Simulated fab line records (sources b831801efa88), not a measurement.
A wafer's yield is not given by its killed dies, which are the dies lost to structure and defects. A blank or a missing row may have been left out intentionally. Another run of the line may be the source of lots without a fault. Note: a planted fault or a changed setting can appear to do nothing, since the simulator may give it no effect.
fab line records	flow sky130
[record] lots = 6	wafers = 17	lastDay = 50
route steps=708 shown METAL3@568 VIA3@573 PAD_OPEN@708
lots that met no fault: from a run of the same line without faults
startH: hours from the record's opening day to when the first of the lot's shown wafers began	waitH: how many hours have passed since the lot's step before this one	" identical to the entry in the row above	L1.1+2: several wafers, shown together as one row	- value missing, or start not given	* or withheld: withheld	< > ~ a bound
route shown NAME@n: a module of which the file shows steps, and the number in the route of the first	usual: the fault-free wafers' mean and standard deviation	same: alike in all rows	chamber/n: place in a boat	sites: per-site readings	_std_site: the values' standard deviation	_edge_site: inner sites' mean taken away from outer sites' mean	radiusMm: for every site, how far away it sits from the centre of the wafer	mask NAME#n: copy n	behind: the most recent tool/chamber to have shaped the wafer	hold: reason for holding the lot/hours on hold/outcome of the hold	device: the transistor (n, p or np) that didn't switch	end of line: tests run on the same wafers once the route is complete	where a step has no rows: the recipe by itself	killed: not the wafer's yield, but the dies lost to structure and defects at the first sort	map: a wafer's dies, x killed, . not, _ none there
set.NAME: the setting the step ran with; set.NAME@STEP: the setting that earlier step ran with	model.NAME: the simulator's own value behind a step, which no gauge read
lots seen at some steps along the route; tables by step, rows by wafer
services: from which hour (startH, from the record's first day; less than 0 if before it) a tool's chamber was out of use, for how many hours, and why
[[steps]]
[step SKY_METAL3_METAL_ETCH_18]
[recipe] targetDepthA = 8450	stopOn = SiO2	overEtchFrac = 0.3	timeS = 183.1	chemistry = Cl2/BCl3	resistSidewallDeg = 88	pressureMtorr = 10	icpW = 900	biasW = 48.5	Cl2_flow_sccm = 60	bcl3FlowSccm = 30
[usual] drypumpMotorCurrentA = 5.7/0.43	oesProductAu = 0.866/0.0059	throttleValvePct = 22.263/0.0086
[same] overEtchFrac = 0.3
lot.wafer	tool	chamber	startH	waitH	drypumpMotorCurrentA	oesProductAu	rfHoursCounterH	throttleValvePct
L904.2	rieMetal-04	0	869.91	0.0	6.1	0.866	12	22.266
L904.3	"	1	"	"	5.6	0.861	-	22.267
L904.5	"	0	"	"	6.1	0.877	-	22.264
L911.1	rieMetal-01	0	964.86	0.0	6.3	0.863	8	22.269
L911.3	"	1	"	"	5.2	0.860	-	22.245
L911.4	"	0	"	"	6.3	0.861	-	22.264
L917.1	rieMetal-01	1	1031.76	0.0	5.2	0.868	14	22.269
L917.4	"	1	"	"	5.2	0.866	-	22.270
L917.5	"	0	"	"	6.3	0.864	-	22.246
L918.2	rieMetal-01	0	1036.11	0.0	6.3	0.868	12	22.255
L918.4	"	0	"	"	6.3	0.858	-	22.268
L918.6	"	1	"	"	5.2	0.875	-	22.261
L921.1	rieMetal-03	1	1037.12	0.0	5.2	0.872	9	22.267
L921.5	"	1	"	"	5.2	0.857	-	22.266
L924.2	rieMetal-01	0	1052.60	0.0	6.3	0.865	13	22.269
L924.3	"	1	"	"	5.2	0.869	-	22.261
L924.5	"	0	"	"	6.4	0.867	-	22.256
[step SKY_METAL3_STRIP_19]
[recipe] chemistry = O2/N2	powerW = 1400	pressureMtorr = 1500	platenTempC = withheld	o2FlowSccm = 3000	n2FlowSccm = 300	overashFraction = 0.5
[usual] drypumpMotorCurrentA = 5.8/0.37	n2FlowSccm = 300.0/0.94	oesProductAu = 0.502/0.005	stripTimeToEndpointS = 6.55/0.059
lot.wafer	tool	chamber	startH	waitH	drypumpMotorCurrentA	n2FlowSccm	oesProductAu	rfHoursCounterH	stripTimeToEndpointS
L904.2	plasmaAsher-03	0	870.09	0.1	5.8	300.8	0.502	72	6.55
L904.3	"	0	"	"	5.7	300.8	0.511	-	6.49
L904.5	"	1	"	"	5.3	299.2	0.499	-	6.54
L911.1	plasmaAsher-02	0	965.04	0.1	6.4	298.8	0.495	114	6.49
L911.3	"	1	"	"	6.3	299.2	0.502	-	6.49
L911.4	"	0	"	"	6.4	299.7	0.495	-	6.51
L917.1	plasmaAsher-03	0	1031.94	0.1	5.7	300.9	0.498	87	6.54
L917.4	"	1	"	"	5.3	299.3	0.504	-	6.55
L917.5	"	0	"	"	5.8	300.6	0.497	-	6.59
L918.2	plasmaAsher-02	0	1036.29	0.1	6.4	298.0	0.506	121	6.61
L918.4	"	1	"	"	6.3	299.7	0.507	-	6.58
L918.6	"	1	"	"	6.3	299.0	0.502	-	6.53
L921.1	plasmaAsher-01	0	1037.30	0.1	5.4	300.9	0.509	29	6.57
L921.5	"	1	"	"	5.9	298.7	0.504	-	6.56
L924.2	plasmaAsher-02	0	1052.78	0.1	6.4	299.5	0.503	122	6.63
L924.3	"	0	"	"	6.4	300.6	0.499	-	6.64
L924.5	"	1	"	"	6.3	299.1	0.510	-	6.62
[step SKY_METAL3_STRIP_20]
[recipe] chemistry = postEtchResidueRemover	timeS = 1200	tempC = 72.5
[step SKY_METAL3_CLEAN_21]
[recipe] chemistry = IPA	timeS = 180	tempC = 25
[step SKY_METAL3_CLEAN_22]
[recipe] chemistry = O3/DIW	dry = n2Spin
[step SKY_VIA3_HDPCVD_00]
[recipe] material = SiO2	targetThkNm = 1635	sigmaOpenFrac = 0.3	timeS = 272.5	tempC = 400	sih4FlowSccm = 60	pressureMtorr = 6
[step SKY_VIA3_THK_MEAS_01]
[recipe] reads = SiO2_of_VIA3_HDPCVD_00
[usual] VIA3_HDPCVD_THK = 1640/21
lot.wafer	tool	chamber	startH	waitH	VIA3_HDPCVD_THK[nm]
L904.2	filmMetro-04	-	870.94	0.2	1613
L904.3	"	-	"	"	1630
L904.5	"	-	"	"	1628
L911.1	filmMetro-02	-	965.84	0.1	1630
L911.3	"	-	"	"	1631
L911.4	"	-	"	"	1634
L917.1	filmMetro-02	-	1032.71	0.1	1642
L917.4	"	-	"	"	1654
L917.5	"	-	"	"	1650
L918.2	filmMetro-04	-	1037.08	0.1	1609
L918.4	"	-	"	"	1608
L918.6	"	-	"	"	1626
L921.1	filmMetro-04	-	1038.06	0.1	1638
L921.5	"	-	"	"	1657
L924.2	filmMetro-02	-	1053.55	0.1	1645
L924.3	"	-	"	"	1649
L924.5	"	-	"	"	1652
[step SKY_VIA3_CMP_02]
[recipe] material = SiO2	downForcePsi = 4	platenRpm = 60	padVelocityMS = 0.94248
[usual] motorCurrentA = 12.1/1.1
lot.wafer	tool	chamber	startH	waitH	motorCurrentA
L904.2	cmp-02	1	871.09	0.1	10.5
L904.3	"	2	"	"	14.5
L904.5	"	0	"	"	12.5
L911.1	cmp-01	1	965.95	0.1	12.6
L911.3	"	2	"	"	12.5
L911.4	"	3	"	"	12.5
L917.4	cmp-02	0	1032.87	0.1	11.8
L917.1	"	1	"	"	10.8
L917.5	"	3	"	"	13.2
L918.2	cmp-01	1	1037.18	0.1	12.2
L918.4	"	3	"	"	12.4
L918.6	"	1	"	"	12.4
L921.1	cmp-02	1	1038.17	0.1	11.1
L921.5	"	0	"	"	12.3
L924.2	cmp-02	1	1053.65	0.1	10.7
L924.3	"	2	"	"	13.4
L924.5	"	0	"	"	11.1
[step SKY_VIA3_BOW_MEAS_03]
[recipe] mode = bow
[usual] VIA3_BOW = 79/7.7
lot.wafer	tool	chamber	startH	waitH	VIA3_BOW[um]
L904.2	filmMetro-03	-	871.31	0.2	87
L904.3	"	-	"	"	70
L904.5	"	-	"	"	79
L911.1	filmMetro-03	-	966.20	0.2	82
L911.3	"	-	"	"	79
L911.4	"	-	"	"	70
L917.1	filmMetro-02	-	1033.07	0.1	92
L917.4	"	-	"	"	94
L917.5	"	-	"	"	79
L918.2	filmMetro-03	-	1037.45	0.2	91
L918.4	"	-	"	"	94
L918.6	"	-	"	"	85
L921.1	filmMetro-04	-	1038.42	0.2	82
L921.5	"	-	"	"	71
L924.2	filmMetro-03	-	1053.92	0.2	83
L924.3	"	-	"	"	87
L924.5	"	-	"	"	82
[step SKY_VIA3_DEHYDRATE_04]
[recipe] tempC = 200	timeS = 60
[step SKY_VIA3_HMDS_05]
[recipe] primeTimeS = 60	primeTempC = 120
[step SKY_VIA3_COAT_06]
[recipe] resist = BARC	tempC = withheld	timeS = withheld	spinRpm = 3000	resistThkNm = 60
[step SKY_VIA3_COAT_07]
[recipe] resist = KrF-thick	spinRpm = 3000	resistThkNm = 450
[usual] spinSpeedRpm = 2999.4/2
lot.wafer	tool	chamber	startH	waitH	spinSpeedRpm	model.KrF-thick_of_VIA3_COAT_07.thkNm
L904.2	lithoTrack-02	0	884	-	2996.8	450.6
L904.3	"	0	"	"	2999.0	451.1
L904.5	"	0	"	"	2999.7	451.2
L911.1	lithoTrack-01	0	977	-	3000.7	449.3
L911.3	"	0	"	"	3000.3	450.1
L911.4	"	0	"	"	3003.5	450.8
L917.1	lithoTrack-02	0	1043	-	2998.9	449.3
L917.4	"	0	"	"	3001.9	448.6
L917.5	"	0	"	"	3001.3	448.2
L918.2	lithoTrack-01	0	1047	-	3002.9	450.1
L918.4	"	0	"	"	2999.5	450.9
L918.6	"	0	"	"	3000.1	501.1
L921.1	lithoTrack-01	0	1048	-	3001.0	500.9
L921.5	"	0	"	"	2999.6	448.9
L924.2	lithoTrack-03	0	1064	-	3001.1	450.2
L924.3	"	0	"	"	2998.4	451.3
L924.5	"	0	"	"	2997.8	450.3
[step SKY_VIA3_SOFTBAKE_08]
[recipe] tempC = 100	timeS = 90	resist = KrF-thick
[step SKY_VIA3_EXPOSE_09]
[recipe] maskId = VIM3	na = 0.8	sourceShape = annular	sigmaInner = 0.55	sigmaOuter = 0.85	targetCdNm = 200	doseMj = 38
[step SKY_VIA3_PEB_10]
[recipe] pebTempC = withheld	pebTimeS = withheld	resist = KrF-thick
[step SKY_VIA3_DEVELOP_11]
[recipe] developTimeS = 60	resist = KrF-thick	devTempC = 21
[step SKY_VIA3_CD_MEAS_12]
[recipe] targetCdNm = 200
[usual] cdNm = 200.0/1.4
lot.wafer	tool	chamber	startH	waitH	cdNm
L904.2	cdSem-01	-	896.18	-	198.6
L904.3	"	-	"	"	200.6
L904.5	"	-	"	"	199.2
L911.1	cdSem-02	-	990.36	-	198.2
L911.3	"	-	"	"	200.2
L911.4	"	-	"	"	198.1
L917.1	cdSem-02	-	1054.40	-	199.0
L917.4	"	-	"	"	198.5
L917.5	"	-	"	"	199.9
L918.2	cdSem-02	-	1059.02	-	200.9
L918.4	"	-	"	"	199.2
L918.6	"	-	"	"	197.1
L921.1	cdSem-02	-	1060.95	-	199.4
L921.5	"	-	"	"	201.1
L924.2	cdSem-02	-	1074.99	-	198.7
L924.3	"	-	"	"	198.8
L924.5	"	-	"	"	199.8
[step SKY_VIA3_OVL_MEAS_13]
[usual] VIA3_OVL = -1/6.5
lot.wafer	tool	chamber	startH	waitH	VIA3_OVL[nm]
L904.2	overlay-01	-	896.29	0.1	7
L904.3	"	-	"	"	-5
L904.5	"	-	"	"	-3
L911.1	overlay-01	-	990.48	0.1	-3
L911.3	"	-	"	"	-7
L911.4	"	-	"	"	4
L917.1	overlay-02	-	1054.52	0.1	-7
L917.4	"	-	"	"	-18
L917.5	"	-	"	"	-8
L918.2	overlay-01	-	1059.13	0.1	-3
L918.4	"	-	"	"	-7
L918.6	"	-	"	"	-11
L921.1	overlay-01	-	1061.07	0.1	-15
L921.5	"	-	"	"	-13
L924.2	overlay-01	-	1075.10	0.1	-2
L924.3	"	-	"	"	6
L924.5	"	-	"	"	-1
[step SKY_VIA3_ETCH_14]
[recipe] chemistry = N2/H2	target = BARC	ionEnergyEv = 200	sourceW = 500	biasW = 100	pressureMtorr = 30	n2FlowSccm = 100	h2FlowSccm = 200	stopOn = SiO2	timeS = 45.9	targetDepthA = 600
[usual] drypumpMotorCurrentA = 5.8/0.47	n2FlowSccm = 100.0/0.33	oesProductAu = 0.855/0.0047	throttleValvePct = 13.225/0.0091
lot.wafer	tool	chamber	startH	waitH	drypumpMotorCurrentA	n2FlowSccm	oesProductAu	rfHoursCounterH	throttleValvePct
L904.2	rieDiel-04	0	896.32	0.0	6.0	100.3	0.860	9	13.215
L904.3	"	1	"	"	5.5	99.5	0.843	13	13.212
L904.5	"	0	"	"	6.0	99.8	0.849	-	13.221
L911.1	rieDiel-04	2	990.52	0.0	5.8	99.9	0.854	21	13.220
L911.3	"	1	"	"	5.5	99.7	0.857	16	13.214
L911.4	"	0	"	"	6.0	99.5	0.845	12	13.225
L917.1	rieDiel-01	2	1054.56	0.0	6.2	100.4	0.857	14	13.205
L917.4	"	0	"	"	5.4	99.4	0.849	7	13.231
L917.5	"	0	"	"	5.4	99.5	0.851	-	13.219
L918.2	rieDiel-01	1	1059.16	0.0	4.9	100.1	0.856	24	13.214
L918.4	"	0	"	"	5.4	100.4	0.858	7	13.233
L918.6	"	0	"	"	5.4	99.9	0.846	-	13.237
L921.1	rieDiel-01	2	1061.11	0.0	6.2	100.2	0.860	15	13.237
L921.5	"	0	"	"	5.4	100.0	0.859	-	13.218
L924.2	rieDiel-02	3	1075.13	0.0	5.9	100.0	0.851	19	13.218
L924.3	"	2	"	"	5.6	99.7	0.857	4	13.219
L924.5	"	0	"	"	5.1	100.4	0.861	-	13.235
[step SKY_VIA3_ETCH_15]
[recipe] target = SiO2	chemistry = C4F8/O2/Ar	targetDepthNm = 507	stopOn = TiN	maskMaterial = KrF-thick	sourceW = 1500	biasW = 1200	pressureMtorr = 40	c4f8FlowSccm = withheld	O2_flow_sccm = 6	Ar_flow_sccm = 300	timeS = 78
[usual] oesProductAu = 0.946/0.005
lot.wafer	tool	chamber	startH	waitH	oesProductAu	rfHoursCounterH	model.KrF-thick_of_VIA3_COAT_07.thkNm
L904.2	rieDiel-04	0	896.36	0.0	0.947	9	290.3
L904.3	"	1	"	"	0.944	13	291.6
L904.5	"	0	"	"	0.946	-	291.6
L911.1	rieDiel-04	2	990.56	0.0	0.954	21	290.8
L911.3	"	1	"	"	0.949	17	291.1
L911.4	"	0	"	"	0.949	12	292.4
L917.1	rieDiel-01	2	1054.60	0.0	0.955	14	290.9
L917.4	"	0	"	"	0.947	7	287.9
L917.5	"	0	"	"	0.948	-	287.1
L918.2	rieDiel-01	1	1059.20	0.0	0.946	24	292
L918.4	"	0	"	"	0.946	7	291.4
L918.6	"	0	"	"	0.946	-	341.2
L921.1	rieDiel-01	2	1061.15	0.0	0.937	15	343.1
L921.5	"	0	"	"	0.942	-	290
L924.2	rieDiel-02	3	1075.17	0.0	0.948	19	289.7
L924.3	"	2	"	"	0.942	4	291.5
L924.5	"	0	"	"	0.944	-	292.2
[step SKY_VIA3_STRIP_16]
[recipe] chemistry = O2/N2	powerW = 1400	pressureMtorr = 1500	platenTempC = withheld	o2FlowSccm = 3000	n2FlowSccm = 300	overashFraction = 0.5
[usual] drypumpMotorCurrentA = 5.8/0.48	n2FlowSccm = 300.1/0.88	oesProductAu = 0.402/0.0045	stripTimeToEndpointS = 4.128/0.017
lot.wafer	tool	chamber	startH	waitH	drypumpMotorCurrentA	n2FlowSccm	oesProductAu	rfHoursCounterH	stripTimeToEndpointS
L904.2	plasmaAsher-02	1	896.42	0.0	6.3	301.0	0.398	107	4.122
L904.3	"	1	"	"	6.3	299.8	0.399	-	4.129
L904.5	"	0	"	"	6.4	299.4	0.401	-	4.130
L911.1	plasmaAsher-04	1	990.62	0.0	5.0	299.5	0.405	54	4.122
L911.3	"	1	"	"	5.1	299.6	0.393	-	4.144
L911.4	"	0	"	"	6.3	300.3	0.401	-	4.126
L917.1	plasmaAsher-01	1	1054.66	0.0	5.9	300.4	0.397	31	4.132
L917.4	"	1	"	"	5.9	301.5	0.397	-	4.094
L917.5	"	0	"	"	5.4	300.7	0.400	-	4.089
L918.2	plasmaAsher-01	1	1059.26	0.0	5.9	300.1	0.400	31	4.132
L918.4	"	0	"	"	5.4	300.6	0.401	-	4.137
L918.6	"	0	"	"	5.4	299.2	0.429	-	4.644
L921.1	plasmaAsher-01	0	1061.21	0.0	5.4	298.7	0.421	31	4.671
L921.5	"	0	"	"	5.4	300.0	0.410	-	4.117
L924.2	plasmaAsher-01	0	1075.23	0.0	5.4	301.2	0.403	33	4.108
L924.3	"	0	"	"	5.4	299.1	0.401	-	4.149
L924.5	"	0	"	"	5.4	301.2	0.405	-	4.132
[step SKY_VIA3_STRIP_17]
[recipe] chemistry = postEtchResidueRemover	timeS = 1200	tempC = 72.5
[step SKY_PAD_OPEN_PROBE_99]
[usual] defectLimitedYield = 82.5/1.8	killed_at_M0_to_M3 = 43/6.6	killed_at_M4_up = 3.2/1.8	killedAtContacts = 24/5	killedAtFrontEnd = 15/4.5	killedAtOther = 0.2/0.46	killedDies = 86/8.8	killedOpen = 48/6.6	killedShort = 38/6.1	sort_bin_3_pad_short = 0.8/0.42	sort_bin_5_function = 10.4/1.4	sort_bin_6_memory = 6.3/1	sortNPass = 406/8.8	sortYieldPct = 82.5/1.8
[same] grossDies = 492	killedAtBackSide = 0	sort_bin_4_leakage[%] = 0	sort_bin_8_speed[%] = 0
lot.wafer	tool	chamber	startH	waitH	defectLimitedYield[%]	killed_at_M0_to_M3	killed_at_M4_up	killedAtContacts	killedAtFrontEnd	killedAtOther	killedDies	killedOpen	killedShort	sort_bin_3_pad_short[%]	sort_bin_5_function[%]	sort_bin_6_memory[%]	sortNPass	sortYieldPct[%]
L911.1	prober-01	-	1128.83	0.1	81.7	46	2	21	20	1	90	43	47	0.8	9.3	8.1	402	81.7
L911.3	prober-01	-	1128.93	0.2	83.7	34	4	23	18	1	80	43	37	0.6	9.8	5.9	412	83.7
L911.4	prober-01	-	1128.98	0.2	85.2	39	3	15	16	0	73	42	31	0.8	8.7	5.3	419	85.2
L918.2	prober-01	-	1183.31	0.1	82.5	40	1	30	15	0	86	53	33	0.4	10.4	6.7	406	82.5
L918.4	prober-01	-	1183.41	0.2	81.9	43	5	26	15	0	89	50	39	1.4	10.0	6.7	403	81.9
L918.6	prober-01	-	1183.51	0.2	79.3	47	5	38	12	0	102	59	43	1.2	12.2	7.3	390	79.3
L924.2	prober-01	-	1194.74	0.1	81.7	48	3	20	19	0	90	44	46	0.8	9.8	7.7	402	81.7
// killed by level:class
L911.1 METAL2:geometricParticle:short=9 VIA1:geometricParticle:open=7 LI_CONTACT:geometricParticle:open=6 CONTACT:geometricParticle:open=6 VIA2:geometricParticle:open=6 FIELD_ISO:geometricParticle:open=5 POLY_GATE:geometricParticle:short=5 CONTACT:geometricParticle:short=5
L911.3 VIA1:geometricParticle:open=12 CONTACT:geometricParticle:open=11 FIELD_ISO:geometricParticle:short=8 CONTACT:geometricParticle:short=6 VIA2:geometricParticle:open=6 FIELD_ISO:geometricParticle:open=4 METAL1:geometricParticle:short=4 METAL4:geometricParticle:short=4
L911.4 VIA1:geometricParticle:open=10 FIELD_ISO:geometricParticle:open=6 VIA3:geometricParticle:open=4 POLY_GATE:geometricParticle:short=4 LI_CONTACT:geometricParticle:open=4 CONTACT:geometricParticle:open=4 METAL1:geometricParticle:short=4 METAL3:geometricParticle:short=4
L918.2 CONTACT:geometricParticle:open=15 VIA1:geometricParticle:open=10 CONTACT:geometricParticle:short=7 FIELD_ISO:geometricParticle:open=6 VIA3:geometricParticle:short=6 VIA3:geometricParticle:open=6 LI_CONTACT:geometricParticle:open=5 VIA2:geometricParticle:open=5
L918.4 VIA1:geometricParticle:open=13 CONTACT:geometricParticle:open=11 VIA2:geometricParticle:open=7 LI_CONTACT:geometricParticle:open=6 POLY_GATE:geometricParticle:short=5 METAL2:geometricParticle:short=5 METAL3:geometricParticle:short=5 FIELD_ISO:geometricParticle:short=4
L918.6 CONTACT:geometricParticle:open=17 LI_CONTACT:geometricParticle:open=11 METAL1:geometricParticle:short=8 CONTACT:geometricParticle:short=7 METAL2:geometricParticle:short=7 VIA2:geometricParticle:open=7 VIA3:geometricParticle:open=7 VIA1:geometricParticle:open=6
L924.2 VIA1:geometricParticle:open=9 CONTACT:geometricParticle:open=8 VIA2:geometricParticle:open=7 METAL1:geometricParticle:short=6 VIA3:geometricParticle:open=6 FIELD_ISO:geometricParticle:short=5 CONTACT:geometricParticle:short=5 VIA1:geometricParticle:short=5
[[services]]
tool	chamber	startH	hours	kind
plasmaAsher-01	-	874.03	6.4	pm
plasmaAsher-03	-	886.89	0.4	repair
cmp-02	-	893.04	1.4	repair
cmp-02	-	902.98	0.9	repair
cmp-02	-	912.00	4.0	pm
cmp-02	-	916.54	2.3	repair
rieDiel-04	-	924.58	14.6	pm
rieDiel-04	1	942.26	2.4	repair
rieDiel-01	0	943.99	6.9	repair
plasmaAsher-03	-	955.51	2.8	repair
cmp-01	-	957.95	0.8	repair
rieDiel-04	2	960.06	7.6	repair
rieDiel-01	-	971.53	2.8	pm
cmp-02	-	999.03	0.2	repair
cmp-01	-	1007.05	5.3	pm
plasmaAsher-03	-	1011.45	2.4	repair
rieDiel-02	-	1016.33	2.8	pm
cmp-02	-	1017.22	0.7	repair
plasmaAsher-01	-	1022.95	4.7	repair
plasmaAsher-03	-	1023.21	4.3	pm
rieDiel-01	3	1032.83	9.1	repair
rieDiel-01	-	1034.31	6.4	repair
plasmaAsher-01	-	1047.35	2.8	pm
plasmaAsher-02	-	1055.25	9.0	pm
[[key]]
[firstSign] step = SKY_VIA3_STRIP_16	reading = stripTimeToEndpointS	direction = up	sigmas = 31	usual = *	struck = *
[effect] step = SKY_VIA3_STRIP_16	reading = oesProductAu	direction = up	sigmas = 5.1	usual = 0.402	struck = 0.425
[modelEffect] step = SKY_VIA3_COAT_07	value = KrF-thick_of_VIA3_COAT_07.thkNm	without = 449.2	struck = 501
[modelEffect] step = SKY_VIA3_ETCH_15	value = KrF-thick_of_VIA3_COAT_07.thkNm	without = 290.3	struck = 342.1
metAt SKY_VIA3_COAT_07
struckWafers L918.6,L921.1
[fault] kind = processParameterDrift	tool = lithoTrack-01	chamber = -	onsetH = 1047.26	steps = SKY_VIA3_COAT_07	channel = resistThkNm	offset = 51.885	shape = step	endH = 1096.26	scope = struckWafersOnly	actsIn = theseRecipesOnly	stated = 450
